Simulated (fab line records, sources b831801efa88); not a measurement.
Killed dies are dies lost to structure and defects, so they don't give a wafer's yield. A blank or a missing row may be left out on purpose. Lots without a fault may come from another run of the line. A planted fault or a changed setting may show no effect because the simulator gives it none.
Chamber matching | flow gf180mcu | GF_V2_CVD_02 on pecvd-03: 3 sister chambers
The step deposits SiO2 from TEOS, target thk 850 nm, time 94.851 s. 6 wafers are shown with their chamber, then 8 later ones without.

WAFERS WITH THEIR CHAMBER
wafer  | chamber | heater_power_w (W)
L815.5 | 1       | 562
L815.6 | 2       | 753
L817.1 | 0       | 701
L817.3 | 1       | 485
L817.6 | 2       | 659
L821.2 | 0       | 594

WAFERS WITHOUT THEIR CHAMBER
wafer  | heater_power_w (W)
L821.4 | 553
L821.6 | 663
L822.1 | 540
L822.3 | 659
L822.5 | 775
L823.2 | 826
L823.4 | 656
L823.5 | 633

WHICH CHAMBER EACH WENT THROUGH
wafer  | from the rows above          | in truth
L821.4 | can't be placed: 1 or 0 or 2 | 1
L821.6 | can't be placed: 0 or 2 or 1 | 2
L822.1 | can't be placed: 1 or 0      | 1
L822.3 | can't be placed: 0 or 2 or 1 | 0
L822.5 | can't be placed: 2 or 0      | 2
L823.2 | can't be placed: 2 or 0      | 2
L823.4 | can't be placed: 0 or 2 or 1 | 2
L823.5 | can't be placed: 0 or 2 or 1 | 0
Placed correctly: 0 of 8. Can't be placed from these rows: 8 (the true chamber is among the candidates in 8). Placed wrongly: 0.
How it was worked out, from the rows above alone: a wafer's distance from a chamber is the root of the sum, over the readings, of the square of ((its reading less the chamber's mean) divided by the reading's scatter). The wafer belongs to the nearest chamber; if the next one is less than 2 further off, it can't be placed. A chamber's mean is the mean of its shown wafers. The scatter: the root of (the sum of the squares of (reading less its chamber's mean) over the shown wafers, divided by (wafers less chambers)).
